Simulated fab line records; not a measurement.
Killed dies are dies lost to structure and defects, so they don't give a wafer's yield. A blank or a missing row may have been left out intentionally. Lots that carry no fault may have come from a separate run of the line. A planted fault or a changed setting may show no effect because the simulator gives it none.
fab line records	flow sky130
record lots=24	wafers=72	lastDay=50
route steps=708 shown CAP2M@603 VIA4@640 METAL5@661
lots untouched by any fault: they come from a run of this same line in which no faults occurred
startH: the number of hours between the record's first day and the start of the first shown wafer of the lot	waitH: hours from the lot's prior step to this one	" as in the row above	L1.1+2: one row covering several wafers at once	- no value present, or no start provided	* or withheld: withheld	< > ~ a bound
route shown NAME@n: a module of which the file shows steps, and the number in the route of the first	usual: mean and standard deviation over wafers with no fault	same: alike in all rows	chamber/n: place in a boat	sites: each site's reading	_std_site: the values' standard deviation	_edge_site: mean of outer sites minus mean of inner sites	radiusMm: how far each site lies from the wafer's centre	mask NAME#n: copy n	behind: the last tool/chamber to shape the wafer	hold: what put the lot on hold/how long, in hours/how the hold closed	device: the n, p or np transistor that did not switch	end of line: tests of these same wafers at the route's end	step lacking rows: just its recipe	killed: the dies lost at the first sort to structure and to defects; this is not the yield of the wafer	map: a wafer's dies, marking killed ones x, the rest . and places with no die _
set.NAME: setting as actually run; set.NAME@STEP: the setting as run at that earlier step	model.NAME: the simulator's own value behind a step, which no gauge read
one table for each step of the route and one row for each wafer, over a sample of lots
services: from which hour (startH, from the record's first day; less than 0 if before it) a tool's chamber was out of use, for how many hours, and why
## steps
# step SKY_CAP2M_CVD_00
# recipe material=SiO2	targetThkNm=15.5	tempC=400	timeS=withheld	rfW=450
# usual heaterPowerW=737/96	rfFwdPowerW=442.2/2.5
lot.wafer	tool	chamber	startH	waitH	heaterPowerW	rfFwdPowerW
L074.1	pecvd-03	1	922.95	0.0	826	440.8
L074.2	"	0	"	"	723	442.8
L074.3	"	2	"	"	596	439.6
L075.2	pecvd-04	0	932.64	0.0	702	443.7
L075.4	"	0	"	"	682	444.1
L075.5	"	1	"	"	693	443.4
L076.2	pecvd-04	1	939.88	0.0	577	441.1
L076.3	"	2	"	"	808	440.8
L076.6	"	0	"	"	646	445.9
L077.1	pecvd-04	1	956.55	0.0	690	444.5
L077.3	"	0	"	"	632	444.7
L077.4	"	2	"	"	700	443.1
L078.3	pecvd-03	0	958.30	0.0	744	443.2
L078.5	"	2	"	"	611	441.7
L078.6	"	0	"	"	722	445.6
L079.1	pecvd-01	0	962.77	0.0	754	436.4
L079.3	"	2	"	"	890	438.0
L079.4	"	0	"	"	735	437.4
L080.3	pecvd-01	1	970.11	0.0	658	446.0
L080.4	"	0	"	"	823	439.4
L080.5	"	2	"	"	910	436.0
L082.2	pecvd-04	2	1002.85	0.0	861	445.7
L082.3	"	0	"	"	677	444.1
L082.4	"	2	"	"	838	441.6
L083.1	pecvd-01	0	1004.41	0.0	772	440.7
L083.2	"	2	"	"	800	439.6
L083.5	"	1	"	"	706	445.3
L081.1	pecvd-03	1	1005.31	0.0	758	443.5
L081.2	"	2	"	"	592	440.1
L081.4	"	2	"	"	613	441.3
L084.2	pecvd-04	2	1005.66	0.0	871	443.7
L084.3	"	2	"	"	886	445.4
L084.5	"	2	"	"	895	443.3
L085.2	pecvd-03	0	1012.61	0.0	771	444.4
L085.5	"	0	"	"	774	444.5
L085.6	"	2	"	"	610	439.8
L086.2	pecvd-01	1	1029.11	0.0	739	444.6
L086.4	"	2	"	"	819	438.9
L086.5	"	0	"	"	782	436.8
L087.3	pecvd-03	0	1033.66	0.0	825	445.0
L087.4	"	1	"	"	735	442.7
L087.6	"	0	"	"	837	446.1
L088.1	pecvd-04	2	1035.40	0.0	854	444.0
L088.3	"	1	"	"	744	443.2
L088.6	"	0	"	"	585	444.0
L089.2	pecvd-03	1	1042.07	0.0	728	442.7
L089.4	"	0	"	"	825	441.3
L089.5	"	2	"	"	614	440.8
L090.2	pecvd-04	1	1048.00	0.0	679	441.1
L090.5	"	0	"	"	700	444.8
L090.6	"	2	"	"	856	443.1
L092.2	pecvd-01	2	1049.93	0.0	918	440.7
L092.4	"	2	"	"	948	439.3
L092.5	"	1	"	"	703	442.8
L091.1	pecvd-04	2	1051.81	0.0	883	441.7
L091.2	"	0	"	"	578	445.8
L091.4	"	1	"	"	762	443.5
L093.1	pecvd-03	2	1061.75	0.0	580	440.1
L093.2	"	1	"	"	852	441.3
L093.3	"	2	"	"	620	440.8
L094.3	pecvd-01	1	1063.28	0.0	752	442.1
L094.4	"	0	"	"	732	439.2
L094.5	"	2	"	"	845	439.7
L095.1	pecvd-04	0	1068.11	0.0	686	446.9
L095.4	"	0	"	"	680	446.6
L095.5	"	1	"	"	676	440.4
L096.1	pecvd-01	2	1078.15	0.0	778	438.9
L096.2	"	0	"	"	751	438.6
L096.3	"	1	"	"	612	443.4
L097.1	pecvd-04	1	1080.01	0.0	646	444.0
L097.4	"	2	"	"	864	443.9
L097.5	"	0	"	"	691	444.4
# step SKY_CAP2M_THK_MEAS_01
# recipe reads=SiO2_of_CAP2M_CVD_00
# usual CAP2M_CVD_00_THK=15.56/0.23
lot.wafer	tool	chamber	startH	waitH	CAP2M_CVD_00_THK[nm]
L074.1	filmMetro-03	-	922.97	-	15.43
L074.2	"	-	"	"	15.28
L074.3	"	-	"	"	15.08
L075.2	filmMetro-04	-	932.67	-	15.27
L075.4	"	-	"	"	15.66
L075.5	"	-	"	"	15.67
L076.2	filmMetro-04	-	939.91	-	15.16
L076.3	"	-	"	"	15.39
L076.6	"	-	"	"	15.55
L077.1	filmMetro-04	-	956.57	-	15.61
L077.3	"	-	"	"	15.42
L077.4	"	-	"	"	15.78
L078.3	filmMetro-04	-	958.34	-	15.24
L078.5	"	-	"	"	15.47
L078.6	"	-	"	"	15.51
L079.1	filmMetro-04	-	962.80	-	15.45
L079.3	"	-	"	"	15.56
L079.4	"	-	"	"	15.51
L080.3	filmMetro-03	-	970.16	-	15.50
L080.4	"	-	"	"	15.83
L080.5	"	-	"	"	15.74
L082.2	filmMetro-03	-	1002.90	-	15.69
L082.3	"	-	"	"	15.62
L082.4	"	-	"	"	15.79
L083.1	filmMetro-03	-	1004.43	-	15.53
L083.2	"	-	"	"	15.67
L083.5	"	-	"	"	15.74
L081.1	filmMetro-03	-	1005.33	-	15.63
L081.2	"	-	"	"	15.53
L081.4	"	-	"	"	15.78
L084.2	filmMetro-03	-	1005.70	-	15.34
L084.3	"	-	"	"	15.52
L084.5	"	-	"	"	15.53
L085.2	filmMetro-03	-	1012.64	-	15.48
L085.5	"	-	"	"	15.67
L085.6	"	-	"	"	15.68
L086.2	filmMetro-02	-	1029.14	-	15.59
L086.4	"	-	"	"	15.77
L086.5	"	-	"	"	15.77
L087.3	filmMetro-02	-	1033.71	-	14.95
L087.4	"	-	"	"	15.12
L087.6	"	-	"	"	15.28
L088.1	filmMetro-04	-	1035.42	-	15.62
L088.3	"	-	"	"	15.31
L088.6	"	-	"	"	15.75
L089.2	filmMetro-03	-	1042.10	-	15.24
L089.4	"	-	"	"	15.71
L089.5	"	-	"	"	15.36
L090.2	filmMetro-03	-	1048.03	-	15.26
L090.5	"	-	"	"	15.74
L090.6	"	-	"	"	15.47
L092.2	filmMetro-02	-	1049.97	-	15.40
L092.4	"	-	"	"	15.76
L092.5	"	-	"	"	15.87
L091.1	filmMetro-04	-	1051.84	-	15.53
L091.2	"	-	"	"	15.57
L091.4	"	-	"	"	15.64
L093.1	filmMetro-04	-	1061.79	-	15.41
L093.2	"	-	"	"	15.09
L093.3	"	-	"	"	15.39
L094.3	filmMetro-03	-	1063.32	-	15.57
L094.4	"	-	"	"	15.83
L094.5	"	-	"	"	16.05
L095.1	filmMetro-03	-	1068.13	-	15.34
L095.4	"	-	"	"	15.54
L095.5	"	-	"	"	15.56
L096.1	filmMetro-04	-	1078.17	-	15.72
L096.2	"	-	"	"	15.71
L096.3	"	-	"	"	15.67
L097.1	filmMetro-03	-	1080.04	-	15.89
L097.4	"	-	"	"	16.00
L097.5	"	-	"	"	15.48
# step SKY_CAP2M_RS_MEAS_03
# recipe thkMeasGauge=four-point-probe	reads=TiN_of_CAP2M_SPUTTER_02
# usual CAP2M_TIN_RS=6.96/0.063
lot.wafer	tool	chamber	startH	waitH	CAP2M_TIN_RS[ohm/sq]
L074.1	filmMetro-02	-	923.14	0.1	6.98
L074.2	"	-	"	"	6.99
L074.3	"	-	"	"	6.91
L075.2	filmMetro-03	-	932.85	0.1	6.98
L075.4	"	-	"	"	6.89
L075.5	"	-	"	"	6.92
L076.2	filmMetro-02	-	940.09	0.1	6.97
L076.3	"	-	"	"	7.04
L076.6	"	-	"	"	6.99
L077.1	filmMetro-03	-	956.74	0.1	6.98
L077.3	"	-	"	"	7.03
L077.4	"	-	"	"	6.96
L078.3	filmMetro-02	-	958.53	0.1	6.87
L078.5	"	-	"	"	6.94
L078.6	"	-	"	"	6.87
L079.1	filmMetro-04	-	962.97	0.1	6.94
L079.3	"	-	"	"	6.88
L079.4	"	-	"	"	6.93
L080.3	filmMetro-04	-	970.34	0.1	6.91
L080.4	"	-	"	"	6.94
L080.5	"	-	"	"	7.04
L082.2	filmMetro-04	-	1003.08	0.1	6.95
L082.3	"	-	"	"	7.06
L082.4	"	-	"	"	6.97
L083.1	filmMetro-02	-	1004.60	0.1	7.05
L083.2	"	-	"	"	7.01
L083.5	"	-	"	"	7.03
L081.1	filmMetro-04	-	1005.50	0.1	7.06
L081.2	"	-	"	"	7.01
L081.4	"	-	"	"	6.99
L084.2	filmMetro-04	-	1005.88	0.1	6.92
L084.3	"	-	"	"	6.96
L084.5	"	-	"	"	6.92
L085.2	filmMetro-03	-	1012.82	0.1	6.99
L085.5	"	-	"	"	6.94
L085.6	"	-	"	"	6.94
L086.2	filmMetro-04	-	1029.32	0.1	7.00
L086.4	"	-	"	"	7.01
L086.5	"	-	"	"	7.07
L087.3	filmMetro-02	-	1033.90	0.1	6.86
L087.4	"	-	"	"	6.87
L087.6	"	-	"	"	6.84
L088.1	filmMetro-02	-	1035.59	0.1	6.86
L088.3	"	-	"	"	6.89
L088.6	"	-	"	"	6.87
L089.2	filmMetro-04	-	1042.28	0.1	7.08
L089.4	"	-	"	"	7.06
L089.5	"	-	"	"	7.00
L090.2	filmMetro-02	-	1048.21	0.1	6.95
L090.5	"	-	"	"	6.92
L090.6	"	-	"	"	6.97
L092.2	filmMetro-04	-	1050.15	0.1	6.86
L092.4	"	-	"	"	6.83
L092.5	"	-	"	"	6.88
L091.1	filmMetro-04	-	1052.00	0.1	6.85
L091.2	"	-	"	"	6.93
L091.4	"	-	"	"	6.89
L093.1	filmMetro-02	-	1061.95	0.1	6.97
L093.2	"	-	"	"	6.92
L093.3	"	-	"	"	6.93
L094.3	filmMetro-02	-	1063.51	0.1	7.01
L094.4	"	-	"	"	6.96
L094.5	"	-	"	"	7.01
L095.1	filmMetro-04	-	1068.30	0.1	6.95
L095.4	"	-	"	"	7.00
L095.5	"	-	"	"	6.97
L096.1	filmMetro-03	-	1078.34	0.1	6.95
L096.2	"	-	"	"	6.96
L096.3	"	-	"	"	7.02
L097.1	filmMetro-03	-	1080.21	0.1	7.00
L097.4	"	-	"	"	7.05
L097.5	"	-	"	"	7.01
# step SKY_VIA4_THK_MEAS_01
# recipe reads=SiO2_of_VIA4_HDPCVD_00
# usual VIA4_HDPCVD_THK=1747/15
lot.wafer	tool	chamber	startH	waitH	VIA4_HDPCVD_THK[nm]
L074.1	filmMetro-02	-	973.74	0.1	1751
L074.2	"	-	"	"	1748
L074.3	"	-	"	"	1752
L075.2	filmMetro-03	-	982.87	0.1	1745
L075.4	"	-	"	"	1739
L075.5	"	-	"	"	1742
L076.2	filmMetro-02	-	990.49	0.1	1740
L076.3	"	-	"	"	1726
L076.6	"	-	"	"	1750
L077.1	filmMetro-02	-	1005.36	0.1	1745
L077.3	"	-	"	"	1747
L077.4	"	-	"	"	1768
L078.3	filmMetro-03	-	1007.93	0.1	1728
L078.5	"	-	"	"	1736
L078.6	"	-	"	"	1750
L079.1	filmMetro-02	-	1011.59	0.1	1767
L079.3	"	-	"	"	1763
L079.4	"	-	"	"	1757
L080.3	filmMetro-01	-	1019.17	0.1	1745
L080.4	"	-	"	"	1758
L080.5	"	-	"	"	1746
L082.2	filmMetro-01	-	1049.98	0.1	1763
L082.3	"	-	"	"	1784
L082.4	"	-	"	"	1753
L083.1	filmMetro-02	-	1051.15	0.1	1752
L083.2	"	-	"	"	1751
L083.5	"	-	"	"	1751
L081.1	filmMetro-03	-	1051.81	0.1	1772
L081.2	"	-	"	"	1763
L081.4	"	-	"	"	1771
L084.2	filmMetro-01	-	1051.99	0.1	1750
L084.3	"	-	"	"	1725
L084.5	"	-	"	"	1731
L085.2	filmMetro-02	-	1058.79	0.1	1739
L085.5	"	-	"	"	1722
L085.6	"	-	"	"	1764
L086.2	filmMetro-01	-	1074.42	0.1	1749
L086.4	"	-	"	"	1754
L086.5	"	-	"	"	1759
L087.3	filmMetro-01	-	1078.60	0.1	1743
L087.4	"	-	"	"	1725
L087.6	"	-	"	"	1756
L088.1	filmMetro-02	-	1081.37	0.1	1749
L088.3	"	-	"	"	1740
L088.6	"	-	"	"	1767
L089.2	filmMetro-03	-	1086.77	0.1	1749
L089.4	"	-	"	"	1749
L089.5	"	-	"	"	1737
L090.2	filmMetro-03	-	1090.88	0.1	1748
L090.5	"	-	"	"	1729
L090.6	"	-	"	"	1753
L092.2	filmMetro-03	-	1094.63	0.1	1754
L092.4	"	-	"	"	1747
L092.5	"	-	"	"	1768
L091.1	filmMetro-03	-	1095.51	0.2	1737
L091.2	"	-	"	"	1738
L091.4	"	-	"	"	1716
L093.1	filmMetro-03	-	1105.12	0.1	1769
L093.2	"	-	"	"	1776
L093.3	"	-	"	"	1740
L094.3	filmMetro-02	-	1106.06	0.1	1745
L094.4	"	-	"	"	1755
L094.5	"	-	"	"	1745
L095.1	filmMetro-03	-	1110.63	0.1	1749
L095.4	"	-	"	"	1756
L095.5	"	-	"	"	1715
L096.1	filmMetro-01	-	1120.26	0.1	1711
L096.2	"	-	"	"	1750
L096.3	"	-	"	"	1737
L097.1	filmMetro-03	-	1121.80	0.1	1777
L097.4	"	-	"	"	1777
L097.5	"	-	"	"	1758
# step SKY_VIA4_BOW_MEAS_03
# recipe mode=bow
# usual VIA4_BOW=81/8.2
lot.wafer	tool	chamber	startH	waitH	VIA4_BOW[um]
L074.1	filmMetro-03	-	974.10	0.1	63
L074.2	"	-	"	"	76
L074.3	"	-	"	"	76
L075.2	filmMetro-02	-	983.24	0.3	77
L075.4	"	-	"	"	81
L075.5	"	-	"	"	77
L076.2	filmMetro-02	-	990.86	0.1	79
L076.3	"	-	"	"	77
L076.6	"	-	"	"	91
L077.1	filmMetro-02	-	1005.80	0.1	82
L077.3	"	-	"	"	67
L077.4	"	-	"	"	78
L078.3	filmMetro-02	-	1008.46	0.1	93
L078.5	"	-	"	"	86
L078.6	"	-	"	"	96
L079.1	filmMetro-03	-	1011.95	0.1	80
L079.3	"	-	"	"	73
L079.4	"	-	"	"	73
L080.3	filmMetro-02	-	1019.55	0.1	74
L080.4	"	-	"	"	88
L080.5	"	-	"	"	77
L082.2	filmMetro-01	-	1050.35	0.3	79
L082.3	"	-	"	"	85
L082.4	"	-	"	"	74
L083.1	filmMetro-03	-	1051.51	0.1	74
L083.2	"	-	"	"	92
L083.5	"	-	"	"	93
L081.1	filmMetro-02	-	1052.17	0.2	73
L081.2	"	-	"	"	81
L081.4	"	-	"	"	83
L084.2	filmMetro-02	-	1052.55	0.2	92
L084.3	"	-	"	"	89
L084.5	"	-	"	"	92
L085.2	filmMetro-03	-	1059.16	0.1	75
L085.5	"	-	"	"	74
L085.6	"	-	"	"	71
L086.2	filmMetro-01	-	1074.79	0.3	82
L086.4	"	-	"	"	75
L086.5	"	-	"	"	80
L087.3	filmMetro-03	-	1078.98	0.1	81
L087.4	"	-	"	"	80
L087.6	"	-	"	"	79
L088.1	filmMetro-02	-	1082.01	0.2	71
L088.3	"	-	"	"	83
L088.6	"	-	"	"	74
L089.2	filmMetro-03	-	1087.36	0.2	83
L089.4	"	-	"	"	78
L089.5	"	-	"	"	86
L090.2	filmMetro-01	-	1091.25	0.2	90
L090.5	"	-	"	"	92
L090.6	"	-	"	"	92
L092.2	filmMetro-02	-	1095.00	0.3	88
L092.4	"	-	"	"	87
L092.5	"	-	"	"	80
L091.1	filmMetro-03	-	1095.87	0.1	68
L091.2	"	-	"	"	79
L091.4	"	-	"	"	76
L093.1	filmMetro-02	-	1105.48	0.1	95
L093.2	"	-	"	"	75
L093.3	"	-	"	"	74
L094.3	filmMetro-02	-	1106.44	0.3	74
L094.4	"	-	"	"	77
L094.5	"	-	"	"	86
L095.1	filmMetro-02	-	1110.99	0.1	85
L095.4	"	-	"	"	83
L095.5	"	-	"	"	86
L096.1	filmMetro-03	-	1120.64	0.2	94
L096.2	"	-	"	"	92
L096.3	"	-	"	"	84
L097.1	filmMetro-02	-	1122.16	0.2	85
L097.4	"	-	"	"	68
L097.5	"	-	"	"	75
# step SKY_METAL5_SPUTTER_00
# recipe material=Ti	targetThkNm=15	powerW=3000	timeS=10	chamberPressurePa=0.4
# usual throttleValvePct=30.4/0.76
lot.wafer	tool	chamber	startH	waitH	throttleValvePct
L074.1	pvdSputter-04	-	998.72	0.1	29.0
L074.2	"	-	"	"	30.6
L074.3	"	-	"	"	30.3
L075.2	pvdSputter-02	-	1008.12	0.1	30.3
L075.4	"	-	"	"	29.3
L075.5	"	-	"	"	29.9
L076.2	pvdSputter-03	-	1015.10	0.2	31.3
L076.3	"	-	"	"	31.5
L076.6	"	-	"	"	31.3
L077.1	pvdSputter-03	-	1029.96	0.2	31.2
L077.3	"	-	"	"	29.9
L077.4	"	-	"	"	31.7
L078.3	pvdSputter-02	-	1031.72	0.1	29.2
L078.5	"	-	"	"	29.6
L078.6	"	-	"	"	30.0
L079.1	pvdSputter-04	-	1035.85	0.1	30.4
L079.3	"	-	"	"	30.1
L079.4	"	-	"	"	30.5
L080.3	pvdSputter-03	-	1043.32	0.1	31.8
L080.4	"	-	"	"	31.1
L080.5	"	-	"	"	30.2
L082.2	pvdSputter-02	-	1073.03	0.2	30.5
L082.3	"	-	"	"	29.3
L082.4	"	-	"	"	30.6
L083.1	pvdSputter-02	-	1073.62	0.1	29.4
L083.2	"	-	"	"	29.8
L083.5	"	-	"	"	30.3
L081.1	pvdSputter-02	-	1074.34	0.2	30.4
L081.2	"	-	"	"	29.9
L081.4	"	-	"	"	30.0
L084.2	pvdSputter-04	-	1074.58	0.1	30.3
L084.3	"	-	"	"	30.3
L084.5	"	-	"	"	30.3
L085.2	pvdSputter-03	-	1081.71	0.2	31.5
L085.5	"	-	"	"	31.5
L085.6	"	-	"	"	31.6
L086.2	pvdSputter-04	-	1097.02	0.2	29.1
L086.4	"	-	"	"	30.7
L086.5	"	-	"	"	30.6
L087.3	pvdSputter-03	-	1100.81	0.2	29.6
L087.4	"	-	"	"	31.7
L087.6	"	-	"	"	31.4
L088.1	pvdSputter-04	-	1103.23	0.1	30.8
L088.3	"	-	"	"	29.3
L088.6	"	-	"	"	29.4
L089.2	pvdSputter-03	-	1108.02	0.1	31.0
L089.4	"	-	"	"	31.8
L089.5	"	-	"	"	29.8
L090.2	pvdSputter-02	-	1112.53	0.1	30.0
L090.5	"	-	"	"	29.9
L090.6	"	-	"	"	29.3
L092.2	pvdSputter-03	-	1116.31	0.2	31.7
L092.4	"	-	"	"	29.8
L092.5	"	-	"	"	29.7
L091.1	pvdSputter-02	-	1117.21	0.1	29.5
L091.2	"	-	"	"	30.7
L091.4	"	-	"	"	29.8
L093.1	pvdSputter-03	-	1126.93	0.1	29.9
L093.2	"	-	"	"	31.7
L093.3	"	-	"	"	31.3
L094.3	pvdSputter-04	-	1127.56	0.2	30.4
L094.4	"	-	"	"	30.6
L094.5	"	-	"	"	30.6
L095.1	pvdSputter-04	-	1131.95	0.2	30.3
L095.4	"	-	"	"	30.2
L095.5	"	-	"	"	30.2
L096.1	pvdSputter-04	-	1141.60	0.2	30.2
L096.2	"	-	"	"	30.9
L096.3	"	-	"	"	29.1
L097.1	pvdSputter-04	-	1142.65	0.1	30.4
L097.4	"	-	"	"	30.2
L097.5	"	-	"	"	30.4
## services
tool	chamber	startH	hours	kind
pecvd-03	1	911.22	5.5	repair
pecvd-01	1	950.40	12.8	repair
pecvd-04	2	966.49	-	clean
pecvd-04	2	966.49	29.5	scheduledDown
pecvd-04	2	966.49	29.5	ventCycle
pecvd-03	0	972.26	6.8	repair
pvdSputter-02	-	977.37	25.9	repair
pecvd-03	2	978.96	6.5	repair
pvdSputter-02	-	996.68	1.4	repair
pecvd-04	1	999.38	-	clean
pecvd-04	1	999.38	-	consumableReplace:showerhead
pecvd-04	1	999.38	29.0	scheduledDown
pecvd-04	1	999.38	29.0	ventCycle
pvdSputter-02	-	1012.48	5.0	repair
pvdSputter-04	1	1036.02	-	consumableReplace:kit
pvdSputter-04	1	1036.02	18.0	scheduledDown
pecvd-03	-	1043.85	14.6	pm
pecvd-01	0	1045.08	6.0	repair
pecvd-03	0	1058.53	5.9	repair
pecvd-03	-	1067.63	2.1	repair
pecvd-01	0	1080.38	2.4	repair
pecvd-03	-	1112.02	2.8	pm
pvdSputter-02	-	1130.88	12.0	repair
pecvd-04	-	1135.45	0.7	repair
## key
fault none
